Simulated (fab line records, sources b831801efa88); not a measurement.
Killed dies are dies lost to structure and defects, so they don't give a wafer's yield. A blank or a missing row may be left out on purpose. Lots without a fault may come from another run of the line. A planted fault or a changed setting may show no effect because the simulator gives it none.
Which tool did it? | flow sky130 | 24 lots, 72 wafers sampled, at 4 steps of a route of 708

WHAT THE GAUGES READ, wafer by wafer
SKY_FIELD_ISO_THK_MEAS_02.
lot  | measured    | on            | FIELD_ISO_OXIDATION_00_THK (nm)
L074 | day 1 14:30 | film_metro-03 | 11.92 12.11 12.05
L075 | day 1 18:19 | film_metro-02 | 11.96 12.08 11.77
L076 | day 1 22:43 | film_metro-03 | 11.73 11.82 11.64
L077 | day 2 03:34 | film_metro-01 | 12.06 12.36 12.23
L078 | day 2 07:53 | film_metro-03 | 12.21 12.24 12.20
L079 | day 2 13:23 | film_metro-01 | 11.69 11.74 11.72
L080 | day 2 17:42 | film_metro-03 | 11.64 11.72 11.72
L081 | day 2 22:38 | film_metro-01 | 11.97 11.80 11.67
L082 | day 3 04:52 | film_metro-03 | 12.24 12.12 12.33
L083 | day 3 09:43 | film_metro-03 | 11.99 11.82 12.04
L084 | day 3 15:40 | film_metro-02 | 11.78 11.81 11.72
L085 | day 3 21:14 | film_metro-01 | 11.76 11.86 12.01
L086 | day 4 00:14 | film_metro-01 | 12.16 11.98 12.08
L087 | day 4 05:08 | film_metro-01 | 12.05 12.07 11.92
L088 | day 4 09:38 | film_metro-03 | 11.70 12.01 11.72
L089 | day 4 14:38 | film_metro-02 | 11.85 11.76 11.88
L090 | day 4 20:59 | film_metro-02 | 11.89 11.61 11.69
L091 | day 5 01:28 | film_metro-03 | 11.62 11.72 11.72
L092 | day 5 05:38 | film_metro-03 | 11.68 11.54 11.61
L093 | day 5 10:38 | film_metro-02 | 12.33 12.08 12.03
L094 | day 5 16:31 | film_metro-03 | 12.24 12.21 11.90
L095 | day 5 20:38 | film_metro-03 | 12.15 12.20 12.07
L096 | day 6 01:44 | film_metro-02 | 12.36 12.38 12.49
L097 | day 6 07:27 | film_metro-02 | 11.64 11.60 11.70

SKY_DNWELL_TW_MEAS_09.
lot  | measured    | on            | DNWELL_TW
L074 | day 3 06:20 | film_metro-03 | 1121 1116 1117
L075 | day 3 12:26 | film_metro-04 | 1123 1123 1124
L076 | day 3 18:52 | film_metro-04 | 1123 1127 1123
L077 | day 4 00:59 | film_metro-02 | 1110 1120 1112
L078 | day 4 02:46 | film_metro-04 | 1126 1119 1122
L079 | day 4 09:50 | film_metro-04 | 1125 1121 1121
L080 | day 4 14:52 | film_metro-03 | 1108 1102 1112
L081 | day 4 18:01 | film_metro-02 | 1115 1120 1118
L082 | day 5 00:04 | film_metro-04 | 1115 1120 1114
L083 | day 5 04:05 | film_metro-04 | 1122 1114 1122
L084 | day 5 12:04 | film_metro-04 | 1116 1123 1125
L085 | day 5 20:20 | film_metro-03 | 1118 1117 1122
L086 | day 5 23:31 | film_metro-04 | 1126 1121 1127
L087 | day 6 04:09 | film_metro-02 | 1137 1141 1135
L088 | day 6 07:29 | film_metro-03 | 1115 1119 1117
L089 | day 6 12:56 | film_metro-02 | 1126 1126 1122
L090 | day 6 19:11 | film_metro-04 | 1114 1113 1121
L091 | day 6 21:55 | film_metro-03 | 1114 1114 1110
L092 | day 7 04:01 | film_metro-02 | 1119 1115 1120
L093 | day 7 09:52 | film_metro-02 | 1116 1124 1122
L094 | day 7 16:40 | film_metro-02 | 1129 1132 1128
L095 | day 7 20:50 | film_metro-04 | 1104 1110 1109
L096 | day 8 00:03 | film_metro-03 | 1116 1117 1117
L097 | day 8 07:37 | film_metro-03 | 1120 1118 1126

SKY_CAP2M_OVL_MEAS_12.
lot  | measured     | on         | CAP2M_OVL (nm)
L074 | day 40 13:14 | overlay-01 | -1.2 -1.0 -2.1
L075 | day 41 00:40 | overlay-01 | -1.2 -0.8 -1.7
L076 | day 41 12:40 | overlay-01 | -1.9 -0.7 -1.5
L077 | day 41 19:47 | overlay-02 | 1.5 1.4 1.2
L078 | day 42 00:02 | overlay-01 | -1.1 -0.3 -1.2
L079 | day 41 22:59 | overlay-02 | -1.2 -0.5 -1.7
L080 | day 42 10:40 | overlay-01 | -0.3 -0.3 -1.6
L081 | day 42 16:44 | overlay-02 | 2.3 1.7 1.4
L082 | day 43 02:37 | overlay-02 | 0.6 1.8 1.1
L083 | day 43 06:15 | overlay-01 | -1.3 -0.4 -1.1
L084 | day 43 23:31 | overlay-02 | 0.0 0.2 0.5
L085 | day 44 05:44 | overlay-02 | 2.1 -0.3 -0.1
L086 | day 44 03:05 | overlay-02 | 0.4 -0.3 0.0
L087 | day 44 13:14 | overlay-01 | -0.5 -0.9 -2.8
L088 | day 44 14:28 | overlay-01 | -2.8 -3.7 -2.4
L089 | day 44 21:49 | overlay-02 | -0.4 0.5 -0.2
L090 | day 45 04:59 | overlay-02 | 1.2 1.3 3.2
L091 | day 45 09:02 | overlay-02 | 0.0 -1.2 -0.1
L092 | day 45 14:34 | overlay-02 | 1.4 1.8 2.2
L093 | day 45 17:31 | overlay-02 | 0.5 0.8 1.4
L094 | day 45 21:49 | overlay-02 | 1.0 -2.5 0.4
L095 | day 46 04:40 | overlay-02 | -1.6 -0.8 -1.4
L096 | day 46 06:23 | overlay-01 | 0.2 1.6 3.4
L097 | day 46 17:10 | overlay-01 | -0.3 0.6 1.1

WHICH TOOL RAN EACH LOT (tool, then ch and the chambers of the sampled wafers, then the start)
lot  | SKY_LDD_LDN_STRIP_12
L074 | plasma_asher-01 ch 0,1, day 22 19:22
L075 | plasma_asher-02 ch 0,1, day 23 09:54
L076 | plasma_asher-01 ch 0,1, day 24 00:19
L077 | plasma_asher-04 ch 1, day 24 10:49
L078 | plasma_asher-01 ch 0,1, day 24 12:01
L079 | plasma_asher-02 ch 0,1, day 24 19:08
L080 | plasma_asher-02 ch 0,1, day 25 03:15
L081 | plasma_asher-02 ch 0,1, day 25 11:37
L082 | plasma_asher-02 ch 0,1, day 26 02:28
L083 | plasma_asher-01 ch 0,1, day 26 02:41
L084 | plasma_asher-04 ch 0,1, day 27 00:35
L085 | plasma_asher-02 ch 0,1, day 27 07:52
L086 | plasma_asher-02 ch 0, day 27 07:34
L087 | plasma_asher-04 ch 0,1, day 27 18:19
L088 | plasma_asher-04 ch 0,1, day 27 19:58
L089 | plasma_asher-02 ch 0,1, day 28 03:36
L090 | plasma_asher-01 ch 1, day 28 17:58
L091 | plasma_asher-04 ch 0,1, day 28 21:52
L092 | plasma_asher-01 ch 0,1, day 29 03:31
L093 | plasma_asher-04 ch 0,1, day 29 06:03
L094 | plasma_asher-02 ch 0, day 29 12:06
L095 | plasma_asher-04 ch 0,1, day 29 23:58
L096 | plasma_asher-02 ch 0,1, day 30 01:18
L097 | plasma_asher-01 ch 0,1, day 30 11:03
- SKY_LDD_LDN_STRIP_12: strips in O2/N2.

WHAT THE TOOLS THEMSELVES READ (means of the sampled wafers that have a number; where no wafer has one, the mark that the record gives instead)
SKY_LDD_LDN_STRIP_12.
lot  | tool            | drypump_motor_current_A (A) | oes_product_au (a.u.) | strip_time_to_endpoint_s (s)
L074 | plasma_asher-01 | 5.9                         | 0.714                 | 14.17
L075 | plasma_asher-02 | 6.0                         | 0.714                 | 14.15
L076 | plasma_asher-01 | 5.7                         | 0.712                 | 14.10
L077 | plasma_asher-04 | 5.8                         | 0.715                 | 14.18
L078 | plasma_asher-01 | 5.7                         | 0.716                 | 14.15
L079 | plasma_asher-02 | 5.7                         | 0.716                 | 14.17
L080 | plasma_asher-02 | 5.9                         | 0.712                 | 14.18
L081 | plasma_asher-02 | 6.0                         | 0.713                 | 14.14
L082 | plasma_asher-02 | 6.0                         | 0.714                 | 14.12
L083 | plasma_asher-01 | 5.9                         | 0.715                 | 14.11
L084 | plasma_asher-04 | 5.5                         | 0.714                 | 14.17
L085 | plasma_asher-02 | 5.7                         | 0.714                 | 14.20
L086 | plasma_asher-02 | 6.2                         | 0.716                 | 14.10
L087 | plasma_asher-04 | 5.5                         | 0.718                 | 14.17
L088 | plasma_asher-04 | 5.5                         | 0.716                 | 14.13
L089 | plasma_asher-02 | 6.0                         | 0.721                 | 14.14
L090 | plasma_asher-01 | 6.0                         | 0.716                 | 14.20
L091 | plasma_asher-04 | 5.6                         | 0.718                 | 14.21
L092 | plasma_asher-01 | 5.7                         | 0.714                 | 14.15
L093 | plasma_asher-04 | 5.5                         | 0.716                 | 14.18
L094 | plasma_asher-02 | 6.3                         | 0.715                 | 14.22
L095 | plasma_asher-04 | 5.5                         | 0.719                 | 14.12
L096 | plasma_asher-02 | 5.7                         | 0.714                 | 14.18
L097 | plasma_asher-01 | 5.7                         | 0.715                 | 14.09

THE ANSWER, worked out from the rows above alone
Rule: what is usual is taken from the lots themselves. Put in order of their means at a reading, lots are off if they are a third of the lots or fewer, leave a main group of 4 or more, and stand apart from it by a gap of 3 or more times the standard deviation of the main group's means; of several such gaps the widest counts. A main group whose means are all the same, to the digits that the tables above print for the reading, isn't used. A lot without any number at a reading at which 4 lots or more have one is off too. The other lots that the step has rows for count as sound. The gauges are gone through in route order, then the tools' own readings, and for those a lot's mean is taken as printed above. The first step at which some lot is off is used, and at that step the reading that is off furthest; a lot without a number counts as furthest.
No lot is off at any reading shown: from this, nothing can be told.

WHAT THE SIMULATOR HAD PUT IN
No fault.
